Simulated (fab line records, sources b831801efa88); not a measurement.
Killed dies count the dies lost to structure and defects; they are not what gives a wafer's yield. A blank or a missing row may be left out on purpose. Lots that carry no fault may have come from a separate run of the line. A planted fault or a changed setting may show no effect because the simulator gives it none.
fab line records	flow sky130
record lots=11	wafers=33	lastDay=50
route steps=708 shown POLY_CUT@318 SD_N@351 LI_CONTACT@375 PAD_OPEN@708
lots with no fault: from the same line, run without faults
startH: the number of hours between the record's first day and the start of the first shown wafer of the lot	waitH: hours from the lot's prior step to this one	" as in the row above	L1.1+2: a single row standing in for several wafers	- no value, or no start was given	* or withheld: withheld	< > ~ a bound
route shown NAME@n: a module of which the file shows steps, and the number in the route of the first	usual: mean/standard deviation taken from wafers without a fault	same: alike in all rows	chamber/n: place in a boat	sites: each site's reading	_std_site: their standard deviation	_edge_site: mean of outer sites minus mean of inner sites	radiusMm: for every site, how far away it sits from the centre of the wafer	mask NAME#n: copy n	behind: the most recent tool/chamber to have shaped the wafer	hold: why the lot was held/for how many hours/how that ended	device: names the non-switching transistor (n, p or np)	end of line: the tests these same wafers got at the end of their route	a step without rows: its recipe alone	killed: the dies lost at the first sort to structure and to defects; this is not the yield of the wafer	map: shows each die of a wafer: x if killed, . if not, _ if none is there
set.NAME: the run value of the setting; set.NAME@STEP: its run value at that earlier step	model.NAME: the simulator's own value behind a step, which no gauge read
a sample of lots followed through the steps of the route, with each step as a table and each wafer as a row
services: a tool's chamber out of use, with start hour (startH, from the record's first day; less than 0 if before it), hours out, and reason
## steps
# step SKY_POLY_CUT_ETCH_11
# recipe target=Si3N4	chemistry=CF4/CH2F2/Ar	stopOn=poly-Si	sourceW=600	biasW=150	pressureMtorr=40	cf4FlowSccm=40	ch2f2FlowSccm=20	Ar_flow_sccm=150	timeS=42.5	targetDepthA=600
# usual drypumpMotorCurrentA=5.8/0.31	oesProductAu=0.828/0.006	throttleValvePct=14.994/0.0087
lot.wafer	tool	chamber	startH	waitH	drypumpMotorCurrentA	oesProductAu	rfHoursCounterH	throttleValvePct
L882.1	rieDiel-03	1	547.48	0.0	5.9	0.815	10	15.004
L882.4	"	3	"	"	5.9	0.825	4	14.999
L882.6	"	0	"	"	5.6	0.831	-	14.994
L885.1	rieDiel-04	1	582.46	0.0	5.5	0.829	6	14.994
L885.5	"	3	"	"	5.8	0.820	-	14.993
L885.6	"	0	"	"	6.0	0.830	-	14.984
L886.1	rieDiel-04	0	589.91	0.0	6.0	0.820	9	14.997
L886.3	"	3	"	"	5.8	0.827	18	14.989
L886.5	"	1	"	"	5.5	0.826	-	14.987
L888.1	rieDiel-02	3	609.41	0.0	6.5	0.827	22	15.009
L888.2	"	2	"	"	5.6	0.832	2	15.006
L888.4	"	1	"	"	5.9	0.825	6	14.999
L889.3	rieDiel-02	0	616.08	0.0	5.6	0.834	20	14.990
L889.4	"	2	"	"	5.6	0.831	2	14.981
L889.5	"	1	"	"	5.9	0.838	-	14.997
L891.3	rieDiel-03	1	641.53	0.0	5.9	0.823	12	15.000
L891.5	"	0	"	"	5.6	0.831	-	15.008
L891.6	"	1	"	"	5.9	0.828	-	14.989
L893.1	rieDiel-04	0	650.76	0.0	6.0	0.835	11	15.004
L893.5	"	3	"	"	5.8	0.829	-	15.000
L893.6	"	2	"	"	5.6	0.836	-	14.991
L895.1	rieDiel-03	2	663.23	0.0	5.4	0.837	12	15.002
L895.2	"	3	"	"	5.9	0.831	6	14.992
L895.3	"	0	"	"	5.6	0.818	4	14.997
L898.1	rieDiel-04	2	706.32	0.0	5.6	0.831	7	14.993
L898.2	"	3	"	"	5.8	0.827	20	14.994
L898.5	"	3	"	"	5.8	0.837	-	14.991
L902.2	rieDiel-04	3	737.93	0.0	5.8	0.823	22	14.996
L902.5	"	1	"	"	5.5	0.836	-	14.979
L902.6	"	3	"	"	5.8	0.831	-	14.997
L904.1	rieDiel-02	3	743.28	0.0	6.5	0.830	25	15.007
L904.2	"	0	"	"	5.6	0.826	23	14.989
L904.3	"	2	"	"	5.6	0.835	5	14.980
# step SKY_POLY_CUT_STRIP_12
# recipe chemistry=O2/N2	powerW=1400	pressureMtorr=1500	platenTempC=withheld	o2FlowSccm=3000	n2FlowSccm=300	overashFraction=0.5
# usual drypumpMotorCurrentA=5.8/0.37	oesProductAu=0.452/0.0044	stripTimeToEndpointS=5.361/0.018
lot.wafer	tool	chamber	startH	waitH	drypumpMotorCurrentA	oesProductAu	rfHoursCounterH	stripTimeToEndpointS
L882.1	plasmaAsher-02	0	547.52	0.0	6.0	0.452	42	5.340
L882.4	"	1	"	"	6.1	0.456	-	5.373
L882.6	"	1	"	"	6.0	0.452	-	5.344
L885.1	plasmaAsher-02	0	582.50	0.0	6.0	0.452	46	5.351
L885.5	"	1	"	"	6.0	0.444	-	5.352
L885.6	"	0	"	"	6.0	0.445	-	5.357
L886.1	plasmaAsher-02	0	589.95	0.0	6.0	0.452	46	5.359
L886.3	"	0	"	"	6.0	0.460	-	5.363
L886.5	"	0	"	"	6.0	0.456	-	5.358
L888.1	plasmaAsher-02	1	609.45	0.0	6.0	0.465	48	5.367
L888.2	"	0	"	"	6.0	0.457	48	5.369
L888.4	"	1	"	"	6.0	0.455	-	5.373
L889.3	plasmaAsher-01	1	616.16	0.1	4.9	0.454	-	5.399
L889.4	"	0	"	"	5.6	0.453	-	5.402
L889.5	"	0	"	"	5.6	0.447	-	5.402
L891.3	plasmaAsher-03	0	641.61	0.1	5.9	0.459	-	5.386
L891.5	"	1	"	"	5.8	0.448	-	5.359
L891.6	"	0	"	"	5.8	0.446	-	5.400
L893.1	plasmaAsher-01	0	650.80	0.0	5.6	0.447	95	5.379
L893.5	"	0	"	"	5.6	0.455	-	5.362
L893.6	"	1	"	"	4.9	0.453	-	5.395
L895.1	plasmaAsher-01	1	663.27	0.0	4.9	0.457	96	5.358
L895.2	"	0	"	"	5.6	0.452	96	5.347
L895.3	"	0	"	"	5.6	0.452	-	5.357
L898.1	plasmaAsher-02	1	706.36	0.0	6.0	0.452	59	5.369
L898.2	"	0	"	"	6.0	0.448	59	5.350
L898.5	"	1	"	"	6.0	0.456	-	5.365
L902.2	plasmaAsher-03	1	737.97	0.0	5.7	0.459	88	5.364
L902.5	"	0	"	"	5.8	0.452	-	5.365
L902.6	"	1	"	"	5.8	0.447	-	5.368
L904.1	plasmaAsher-03	0	743.32	0.0	5.9	0.442	89	5.399
L904.2	"	1	"	"	5.8	0.448	89	5.356
L904.3	"	1	"	"	5.8	0.453	-	5.388
# step SKY_SD_N_IMPLANT_09
# recipe species=As	energyKev=50	doseCm2=4e+15	tiltDeg=0
lot.wafer	tool	chamber	startH	waitH
L882.1+4+6	implanter-03	0	634.72	0.0
L885.1+5+6	implanter-02	0	668.43	0.0
L886.1+3+5	implanter-03	0	674.69	0.0
L888.1+2+4	implanter-01	0	694.52	0.0
L889.3+4+5	implanter-03	0	700.59	0.1
L889.3+4+5	implanter-03	0	700.91	0.3
L891.3+5+6	implanter-02	0	723.71	0.1
L893.1+5+6	implanter-03	0	733.19	0.0
L893.1+5+6	implanter-03	0	733.76	0.5
L895.1+2+3	implanter-01	0	743.54	0.0
L898.1+2+5	implanter-01	0	788.49	0.0
L898.1+2+5	implanter-01	0	788.81	0.3
L902.2+5+6	implanter-02	0	818.71	0.0
L904.1+2+3	implanter-01	0	824.19	0.0
# step SKY_SD_N_STRIP_11
# recipe chemistry=O2/N2	powerW=1400	pressureMtorr=1500	platenTempC=withheld	o2FlowSccm=3000	n2FlowSccm=300	overashFraction=0.5
# usual drypumpMotorCurrentA=5.6/0.37	oesProductAu=0.528/0.004	stripTimeToEndpointS=22.55/0.04
lot.wafer	tool	chamber	startH	waitH	drypumpMotorCurrentA	oesProductAu	rfHoursCounterH	stripTimeToEndpointS
L882.1	plasmaAsher-04	0	635.02	0.1	5.5	0.534	20	22.57
L882.4	"	1	"	"	5.3	0.525	-	22.59
L882.6	"	0	"	"	5.6	0.527	-	22.56
L885.1	plasmaAsher-04	0	668.73	0.1	5.5	0.524	24	22.61
L885.5	"	1	"	"	5.3	0.528	-	22.62
L885.6	"	0	"	"	5.5	0.526	-	22.64
L886.1	plasmaAsher-04	1	675.01	0.1	5.3	0.522	25	22.55
L886.3	"	0	"	"	5.6	0.529	-	22.51
L886.5	"	0	"	"	5.5	0.529	-	22.55
L888.1	plasmaAsher-01	0	694.82	0.1	5.6	0.524	98	22.58
L888.2	"	1	"	"	4.8	0.528	98	22.61
L888.4	"	0	"	"	5.6	0.526	-	22.58
L889.3	plasmaAsher-02	1	701.19	0.1	6.0	0.511	-	23.78
L889.4	"	0	"	"	6.0	0.516	-	23.77
L889.5	"	0	"	"	6.0	0.512	-	23.76
L891.3	plasmaAsher-04	0	724.00	0.1	5.5	0.521	-	22.54
L891.5	"	0	"	"	5.5	0.532	-	22.58
L891.6	"	1	"	"	5.3	0.529	-	22.58
L895.1	plasmaAsher-02	1	743.84	0.1	6.0	0.528	63	22.57
L895.2	"	0	"	"	6.0	0.531	63	22.53
L895.3	"	1	"	"	6.0	0.531	-	22.54
L893.1	plasmaAsher-01	1	745.50	11.6	4.9	0.512	102	23.77
L893.5	"	1	"	"	4.9	0.517	-	23.76
L893.6	"	0	"	"	5.6	0.512	-	23.78
L898.1	plasmaAsher-04	1	789.11	0.1	5.3	0.505	37	23.82
L898.2	"	0	"	"	5.5	0.511	37	23.83
L898.5	"	1	"	"	5.2	0.513	-	23.86
L902.2	plasmaAsher-04	0	818.99	0.1	5.6	0.533	40	22.58
L902.5	"	0	"	"	5.6	0.526	-	22.55
L902.6	"	1	"	"	5.3	0.530	-	22.52
L904.1	plasmaAsher-02	1	824.49	0.1	6.0	0.530	72	22.51
L904.2	"	0	"	"	6.0	0.529	72	22.58
L904.3	"	1	"	"	6.0	0.523	-	22.51
# step SKY_SD_N_RS_MEAS_16
# recipe thkMeasGauge=four-point-probe
# usual SD_N_RS=68.62/0.11
lot.wafer	tool	chamber	startH	waitH	SD_N_RS[ohm/sq]
L882.1	filmMetro-02	-	635.40	0.1	68.58
L882.4	"	-	"	"	68.67
L882.6	"	-	"	"	68.64
L885.1	filmMetro-03	-	669.12	0.1	68.58
L885.5	"	-	"	"	68.57
L885.6	"	-	"	"	68.51
L886.1	filmMetro-04	-	675.40	0.1	68.64
L886.3	"	-	"	"	68.73
L886.5	"	-	"	"	68.62
L888.1	filmMetro-02	-	695.21	0.1	68.71
L888.2	"	-	"	"	68.59
L888.4	"	-	"	"	68.70
L889.3	filmMetro-04	-	701.64	0.1	63.61
L889.4	"	-	"	"	63.83
L889.5	"	-	"	"	63.98
L891.3	filmMetro-03	-	724.44	0.1	68.50
L891.5	"	-	"	"	68.40
L891.6	"	-	"	"	68.46
L895.1	filmMetro-02	-	744.23	0.1	68.64
L895.2	"	-	"	"	68.62
L895.3	"	-	"	"	68.44
L893.1	filmMetro-04	-	746.38	0.2	63.93
L893.5	"	-	"	"	63.87
L893.6	"	-	"	"	63.82
L898.1	filmMetro-02	-	789.54	0.1	63.80
L898.2	"	-	"	"	63.81
L898.5	"	-	"	"	63.84
L902.2	filmMetro-03	-	819.45	0.1	68.42
L902.5	"	-	"	"	68.51
L902.6	"	-	"	"	68.45
L904.1	filmMetro-03	-	824.87	0.1	68.63
L904.2	"	-	"	"	68.54
L904.3	"	-	"	"	68.45
# step SKY_LI_CONTACT_OVL_MEAS_13
# usual LI_CONTACT_OVL=1/5.3
lot.wafer	tool	chamber	startH	waitH	LI_CONTACT_OVL[nm]
L882.1	overlay-02	-	667.79	0.1	3
L882.4	"	-	"	"	6
L882.6	"	-	"	"	7
L885.1	overlay-01	-	697.91	0.1	7
L885.5	"	-	"	"	3
L885.6	"	-	"	"	14
L886.1	overlay-02	-	703.02	0.1	6
L886.3	"	-	"	"	-2
L886.5	"	-	"	"	4
L888.1	overlay-02	-	723.51	0.1	3
L888.2	"	-	"	"	-3
L888.4	"	-	"	"	-4
L889.3	overlay-02	-	729.20	0.1	10
L889.4	"	-	"	"	1
L889.5	"	-	"	"	11
L891.3	overlay-02	-	752.32	0.1	-1
L891.5	"	-	"	"	4
L891.6	"	-	"	"	-5
L893.1	overlay-01	-	762.66	0.1	3
L893.5	"	-	"	"	6
L893.6	"	-	"	"	5
L895.1	overlay-02	-	772.01	0.1	1
L895.2	"	-	"	"	1
L895.3	"	-	"	"	-4
L898.1	overlay-01	-	816.85	0.1	4
L898.2	"	-	"	"	-5
L898.5	"	-	"	"	13
L902.2	overlay-01	-	847.19	0.1	2
L902.5	"	-	"	"	-2
L902.6	"	-	"	"	0
L904.1	overlay-01	-	852.61	0.1	-9
L904.2	"	-	"	"	-3
L904.3	"	-	"	"	-8
# step SKY_PAD_OPEN_PROBE_99
# usual killed_at_M0_to_M3=43/6.2	killed_at_M4_up=2.8/1.7	killedAtContacts=24/4.8	killedAtFrontEnd=15/4.3	killedAtOther=0.3/0.55	killedDies=85/8.4	killedOpen=46/6.7	killedShort=38/6.2
# same grossDies=492	killedAtBackSide=0
lot.wafer	tool	chamber	startH	waitH	killed_at_M0_to_M3	killed_at_M4_up	killedAtContacts	killedAtFrontEnd	killedAtOther	killedDies	killedOpen	killedShort
L889.3	prober-02	-	1113.73	0.2	42	0	21	21	1	85	39	46
L889.4	prober-02	-	1113.78	0.2	33	2	18	17	0	70	37	33
L889.5	prober-02	-	1113.83	0.2	34	2	27	6	0	69	40	28
L895.1	prober-01	-	1145.28	0.1	35	1	23	23	0	82	45	37
L895.2	prober-01	-	1145.33	0.1	49	3	23	14	0	89	55	33
L895.3	prober-01	-	1145.38	0.2	47	1	21	9	0	78	45	33
L898.1	prober-01	-	1171.89	0.1	54	4	22	12	0	92	56	36
L898.2	prober-01	-	1171.94	0.1	40	2	21	23	0	86	38	48
L898.5	prober-01	-	1172.09	0.2	50	3	27	25	0	105	56	49
# killed by level:class
L889.3 VIA1:geometricParticle:open=9 METAL2:geometricParticle:short=7 VIA3:geometricParticle:open=7 FIELD_ISO:geometricParticle:short=6 METAL1:geometricParticle:short=6 LI_CONTACT:geometricParticle:short=5 POLY_GATE:geometricParticle:open=4 LI_CONTACT:geometricParticle:open=4
L889.4 VIA1:geometricParticle:open=11 FIELD_ISO:geometricParticle:short=5 METAL1:geometricParticle:short=5 FIELD_ISO:geometricParticle:open=4 POLY_GATE:geometricParticle:short=4 LI_CONTACT:geometricParticle:short=4 VIA2:geometricParticle:open=4 LOCAL_INTERCONNECT:geometricParticle:short=3
L889.5 VIA1:geometricParticle:open=11 CONTACT:geometricParticle:short=9 CONTACT:geometricParticle:open=9 LI_CONTACT:geometricParticle:open=6 METAL1:geometricParticle:short=6 METAL2:geometricParticle:short=4 METAL3:geometricParticle:open=3 VIA3:geometricParticle:open=3
L895.1 VIA1:geometricParticle:open=11 FIELD_ISO:geometricParticle:open=10 CONTACT:geometricParticle:open=8 FIELD_ISO:geometricParticle:short=6 METAL1:geometricParticle:short=5 LI_CONTACT:geometricParticle:open=4 LOCAL_INTERCONNECT:geometricParticle:short=4 CONTACT:geometricParticle:short=4
L895.2 VIA1:geometricParticle:open=15 CONTACT:geometricParticle:open=9 VIA2:geometricParticle:open=8 METAL2:geometricParticle:short=7 VIA3:geometricParticle:open=6 FIELD_ISO:geometricParticle:open=5 POLY_GATE:geometricParticle:open=4 LI_CONTACT:geometricParticle:short=4
L895.3 LI_CONTACT:geometricParticle:open=11 VIA1:geometricParticle:open=11 METAL2:geometricParticle:short=7 VIA1:geometricParticle:short=6 METAL1:geometricParticle:short=6 VIA3:geometricParticle:open=6 CONTACT:geometricParticle:open=5 CONTACT:geometricParticle:short=3
L898.1 VIA1:geometricParticle:open=15 VIA3:geometricParticle:open=11 CONTACT:geometricParticle:open=8 VIA2:geometricParticle:open=8 LOCAL_INTERCONNECT:geometricParticle:short=5 METAL1:geometricParticle:short=4 VIA1:geometricParticle:short=4 METAL3:geometricParticle:short=4
L898.2 POLY_GATE:geometricParticle:short=7 LI_CONTACT:geometricParticle:open=7 VIA1:geometricParticle:open=6 METAL2:geometricParticle:short=6 METAL1:geometricParticle:short=5 SPACER:geometricParticle:open=5 VIA1:geometricParticle:short=5 VIA2:geometricParticle:short=5
L898.5 VIA1:geometricParticle:open=12 LI_CONTACT:geometricParticle:open=10 CONTACT:geometricParticle:open=9 POLY_GATE:geometricParticle:short=8 VIA2:geometricParticle:open=7 VIA2:geometricParticle:short=6 METAL2:geometricParticle:short=5 VIA3:geometricParticle:open=5
## services
tool	chamber	startH	hours	kind
rieDiel-04	1	524.74	4.6	repair
implanter-03	-	526.37	4.8	pm
implanter-03	-	535.22	10.3	repair
plasmaAsher-04	-	548.52	2.8	pm
plasmaAsher-04	-	559.69	0.7	repair
plasmaAsher-01	-	565.99	4.1	repair
rieDiel-04	1	566.23	2.6	repair
implanter-01	-	571.00	4.6	repair
implanter-03	-	578.52	2.5	repair
implanter-03	-	581.04	8.9	pm
implanter-03	-	589.99	2.4	pm
implanter-01	-	610.38	1.0	repair
plasmaAsher-01	-	619.54	17.0	repair
rieDiel-04	3	635.97	2.2	repair
plasmaAsher-02	-	638.71	1.4	repair
plasmaAsher-01	-	671.62	9.3	pm
implanter-03	-	677.34	4.3	pm
rieDiel-04	1	711.31	4.9	repair
implanter-01	-	725.52	7.8	pm
plasmaAsher-01	-	733.75	9.0	pm
rieDiel-04	2	733.94	4.7	repair
plasmaAsher-01	-	751.47	0.6	repair
implanter-01	-	793.70	17.4	repair
plasmaAsher-01	-	807.45	15.6	pm
## key
firstSign step=SKY_SD_N_IMPLANT_09	reading=visit	direction=added
effect step=SKY_SD_N_STRIP_11	reading=stripTimeToEndpointS	direction=up	sigmas=31	usual=*	struck=*
effect step=SKY_SD_N_RS_MEAS_16	reading=SD_N_RS	direction=down	sigmas=44	usual=68.62	struck=63.83
metAt SKY_SD_N_IMPLANT_09
struckLots L889,L893,L898
testerLeftOut L889,L893,L898
notActingAt SKY_POLY_CUT_ETCH_11,SKY_POLY_CUT_STRIP_12,SKY_LI_CONTACT_OVL_MEAS_13
fault kind=repeatedStepWhole	tool=implanter-01,implanter-02,implanter-03	chamber=-	onsetH=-	steps=SKY_SD_N_IMPLANT_09	times=1	scope=struckLotsOnly
# testerLeftOut: of these lots the tester's yield and bins aren't shown, on N5 and GAA mostly nor the transistor test; their killed dies are dies lost to structure and defects alone, not to doping, threshold or leakage, so they don't give the yield
